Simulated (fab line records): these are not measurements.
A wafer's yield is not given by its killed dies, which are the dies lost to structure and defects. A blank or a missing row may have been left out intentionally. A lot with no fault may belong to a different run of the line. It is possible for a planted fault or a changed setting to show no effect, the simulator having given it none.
Which tool did it? | flow gf180mcu | 14 lots with 42 wafers sampled at 6 steps, on a route of 602 steps

## WHAT EACH GAUGE READ, for each wafer
GF_NWELL_OVL_MEAS_07. Usual: NWELL_OVL -1.1 nm, standard deviation 1.6.
lot  | measured    | on         | NWELL_OVL (nm) | flag
L262 | day 3 07:59 | overlay-01 | -1.7 -2.8 -3.0 |
L263 | day 3 12:16 | overlay-02 | -0.3 0.5 -1.1  |
L264 | day 3 18:40 | overlay-02 | -1.3 -2.4 -4.2 |
L265 | day 4 00:16 | overlay-01 | -3.3 -2.3 -0.8 |
L266 | day 4 05:35 | overlay-01 | -0.5 0.0 -1.6  |
L267 | day 4 13:37 | overlay-02 | -1.4 -1.8 -2.5 |
L270 | day 5 03:31 | overlay-01 | 0.1 -1.4 0.2   |
L271 | day 5 09:04 | overlay-01 | 0.1 0.5 1.5    |
L272 | day 5 16:41 | overlay-01 | 0.3 0.6 1.1    |
L276 | day 6 11:31 | overlay-01 | -1.7 -2.2 -0.5 |
L280 | day 7 10:46 | overlay-01 | 1.4 -0.2 0.9   |
L283 | day 8 02:04 | overlay-02 | -2.0 -3.6 -0.8 |
L284 | day 8 06:25 | overlay-01 | 1.1 0.8 1.7    |
L285 | day 8 13:11 | overlay-01 | -4.6 -3.8 -3.1 |

GF_LVPWELL_OVL_MEAS_07. Usual: LVPWELL_OVL -0.5 nm, standard deviation 1.5.
lot  | measured    | on         | LVPWELL_OVL (nm) | flag
L262 | day 3 22:14 | overlay-02 | 1.7 1.4 1.2      |
L263 | day 4 01:55 | overlay-02 | -1.4 -1.5 -1.3   |
L264 | day 4 08:43 | overlay-02 | -1.3 0.1 -0.3    |
L265 | day 4 13:58 | overlay-01 | -1.5 -2.9 -2.0   |
L266 | day 4 19:49 | overlay-01 | 0.1 -1.3 -1.8    |
L267 | day 5 03:49 | overlay-02 | -0.6 -1.0 -0.8   |
L270 | day 5 17:46 | overlay-02 | -0.9 0.1 -0.3    |
L271 | day 5 23:25 | overlay-01 | -0.6 -0.6 -2.2   |
L272 | day 6 07:59 | overlay-02 | 1.4 1.0 2.3      |
L276 | day 7 03:13 | overlay-01 | -1.7 0.3 -0.1    |
L280 | day 8 02:34 | overlay-01 | 0.5 -0.3 0.8     |
L283 | day 8 18:31 | overlay-01 | -1.4 0.0 -0.3    |
L284 | day 8 23:10 | overlay-01 | 0.4 -1.2 -1.4    |
L285 | day 9 06:08 | overlay-02 | 1.8 2.4 3.0      |

GF_MVSD_OVL_MEAS_07. Usual: MVSD_OVL -1.5 nm, standard deviation 1.5.
lot  | measured    | on         | MVSD_OVL (nm)  | flag
L262 | day 4 12:26 | overlay-02 | 0.0 0.4 0.1    |
L263 | day 4 16:25 | overlay-02 | 0.6 0.3 -1.4   |
L264 | day 4 22:14 | overlay-01 | -1.8 -0.8 -0.3 |
L265 | day 5 03:58 | overlay-02 | -3.4 -3.4 -2.9 |
L266 | day 5 10:20 | overlay-01 | 0.5 1.7 -1.6   |
L267 | day 5 18:25 | overlay-01 | -1.1 -0.8 -0.8 |
L270 | day 6 08:28 | overlay-02 | -3.1 - -       |
L271 | day 6 14:22 | overlay-02 | -2.5 - -3.5    |
L272 | day 6 22:56 | overlay-01 | -3.7 -4.6 -4.7 |
L276 | day 7 19:46 | overlay-01 | 0.4 -1.7 1.4   |
L280 | day 8 18:56 | overlay-01 | -0.9 -2.6 -1.2 |
L283 | day 9 12:01 | overlay-01 | -2.3 0.0 -2.2  |
L284 | day 9 15:55 | overlay-02 | -1.0 -2.5 -2.9 |
L285 | day 9 23:58 | overlay-02 | -1.6 -0.5 -1.8 |

GF_MVSD_TW_MEAS_11. Usual: MVSD_TW 1587, standard deviation 15.
lot  | measured     | on            | MVSD_TW        | flag
L262 | day 4 12:52  | film metro-04 | 1599 1594 1593 |
L263 | day 4 16:51  | film metro-04 | 1606 1602 1601 |
L264 | day 4 22:40  | film metro-03 | 1569 1573 1565 |
L265 | day 5 04:23  | film metro-04 | 1601 1603 1602 |
L266 | day 5 10:46  | film metro-04 | 1600 1603 1596 |
L267 | day 5 18:51  | film metro-03 | 1576 1582 1578 |
L270 | day 6 08:54  | film metro-03 | 1571 140 142   | OFF
L271 | day 6 14:48  | film metro-04 | 1593 158 1602  | OFF
L272 | day 6 23:22  | film metro-04 | 1596 1588 1590 |
L276 | day 7 20:11  | film metro-04 | 1597 1591 1598 |
L280 | day 8 19:29  | film metro-04 | 1605 1604 1608 |
L283 | day 9 12:27  | film metro-03 | 1579 1576 1580 |
L284 | day 9 16:20  | film metro-04 | 1600 1606 1594 |
L285 | day 10 00:29 | film metro-03 | 1569 1569 1571 |

GF_VT_IMPLANT_OVL_MEAS_07. Usual: VT_IMPLANT_OVL 0.2 nm, standard deviation 1.2.
lot  | measured     | on         | VT_IMPLANT_OVL (nm) | flag
L262 | day 5 16:31  | overlay-02 | 0.6 0.7 0.8         |
L263 | day 5 20:34  | overlay-02 | 2.1 0.4 1.2         |
L264 | day 6 03:01  | overlay-02 | -0.4 1.3 0.6        |
L265 | day 6 09:10  | overlay-02 | 2.1 3.0 2.3         |
L266 | day 6 15:41  | overlay-01 | -0.5 -1.6 0.2       |
L267 | day 7 00:49  | overlay-01 | 1.2 1.4 1.5         |
L270 | day 7 15:22  | overlay-01 | -0.1 -0.3 -0.3      |
L271 | day 7 21:46  | overlay-02 | 1.5 0.9 1.1         |
L272 | day 8 06:26  | overlay-02 | -0.6 2.5 0.4        |
L276 | day 9 04:22  | overlay-02 | 1.7 0.6 -0.3        |
L280 | day 10 06:56 | overlay-02 | -0.1 -0.5 1.0       |
L283 | day 11 00:25 | overlay-02 | -0.9 -1.0 -0.6      |
L284 | day 11 04:01 | overlay-02 | -0.5 -1.0 0.3       |
L285 | day 11 12:53 | overlay-01 | 0.4 -0.4 0.8        |

## WHICH TOOL RAN EACH LOT (tool, then ch and the chambers of the sampled wafers, then the start)
lot  | GF_MVSD_DEVELOP_06
L262 | litho track-04 ch 0, day 4 12:00
L263 | litho track-03 ch 0, day 4 16:00
L264 | litho track-04 ch 0, day 4 22:00
L265 | litho track-01 ch 0, day 5 03:00
L266 | litho track-04 ch 0, day 5 10:00
L267 | litho track-03 ch 0, day 5 18:00
L270 | litho track-03 ch 0, day 6 08:00
L271 | litho track-03 ch 0, day 6 14:00
L272 | litho track-04 ch 0, day 6 22:00
L276 | litho track-01 ch 0, day 7 19:00
L280 | litho track-04 ch 0, day 8 18:00
L283 | litho track-04 ch 0, day 9 11:00
L284 | litho track-01 ch 0, day 9 15:00
L285 | litho track-03 ch 0, day 9 23:00
- GF_MVSD_DEVELOP_06: develop time 60 s.

## AS READ BY THE TOOLS THEMSELVES (means over the sampled wafers that have a number; for cases with no such wafer, the mark the record gives instead)
GF_MVSD_DEVELOP_06. Usual: chill plate temp C 23.01 C, standard deviation 0.09.
lot  | tool           | chill plate temp C (C) | flag
L262 | litho track-04 | 22.82                  |
L263 | litho track-03 | 22.98                  |
L264 | litho track-04 | 22.99                  |
L265 | litho track-01 | 23.03                  |
L266 | litho track-04 | 22.93                  |
L267 | litho track-03 | 22.93                  |
L270 | litho track-03 | 22.99                  |
L271 | litho track-03 | 23.02                  |
L272 | litho track-04 | 22.91                  |
L276 | litho track-01 | 22.99                  |
L280 | litho track-04 | 23.05                  |
L283 | litho track-04 | 23.03                  |
L284 | litho track-01 | 23.00                  |
L285 | litho track-03 | 23.05                  |

## THE ANSWER, worked out from the rows above alone
Rule: take the mean of a lot's wafers that have a number; if it is more than 3 standard deviations from the usual mean, the lot is off. Also off: a lot with no number at a reading for which 4 or more lots have one. Where the step has rows for the other lots, those lots are counted as sound. The gauges are gone through in route order, then the tools' own readings, and for those a lot's mean is taken as printed above. The first step at which some lot is off is used, and at that step the reading that is off furthest; a lot without a number counts as furthest.
Off: at GF_MVSD_TW_MEAS_11 (MVSD_TW), L270, L271.
If a tool, at a process step before that reading, ran all the lots that are off and no sound lot after the first of them, it fits. Those tools and the gauges at GF_MVSD_TW_MEAS_11 are tried in the same way. Of those tried, none fits.

## WHAT THE SIMULATOR HAD PUT IN
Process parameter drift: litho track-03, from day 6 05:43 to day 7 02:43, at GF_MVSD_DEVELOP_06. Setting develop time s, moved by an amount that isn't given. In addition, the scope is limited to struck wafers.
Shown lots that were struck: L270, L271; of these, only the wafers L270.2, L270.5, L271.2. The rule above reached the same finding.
